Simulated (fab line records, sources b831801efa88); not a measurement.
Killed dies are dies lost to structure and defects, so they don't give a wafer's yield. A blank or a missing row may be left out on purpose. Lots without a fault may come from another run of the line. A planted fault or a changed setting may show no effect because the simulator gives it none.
Which tool did it? | flow gf180mcu | 6 lots, 18 wafers sampled, at 1 step of a route of 602

WHAT THE GAUGES READ, wafer by wafer
GF_STI_BOW_MEAS_00.
lot  | measured    | on            | INCOMING_BOW (um)
L645 | day 2 01:01 | film_metro-04 | 8 2 -6
L649 | day 2 21:01 | film_metro-03 | -3 -2 -5
L651 | day 3 07:02 | film_metro-03 | 7 4 8
L658 | day 4 18:00 | film_metro-04 | -4 1 4
L661 | day 5 09:02 | film_metro-03 | -2 2 1
L664 | day 6 00:00 | film_metro-04 | -2 9 1

WHICH TOOL RAN EACH LOT (tool, then ch and the chambers of the sampled wafers, then the start)
The record holds no process step before these readings.

THE ANSWER, worked out from the rows above alone
Rule: what is usual is taken from the lots themselves. Put in order of their means at a reading, lots are off if they are a third of the lots or fewer, leave a main group of 4 or more, and stand apart from it by a gap of 3 or more times the standard deviation of the main group's means; of several such gaps the widest counts. A main group whose means are all the same, to the digits that the tables above print for the reading, isn't used. A lot without any number at a reading at which 4 lots or more have one is off too. The other lots that the step has rows for count as sound.
No lot is off at any reading shown: from this, nothing can be told.

WHAT THE SIMULATOR HAD PUT IN
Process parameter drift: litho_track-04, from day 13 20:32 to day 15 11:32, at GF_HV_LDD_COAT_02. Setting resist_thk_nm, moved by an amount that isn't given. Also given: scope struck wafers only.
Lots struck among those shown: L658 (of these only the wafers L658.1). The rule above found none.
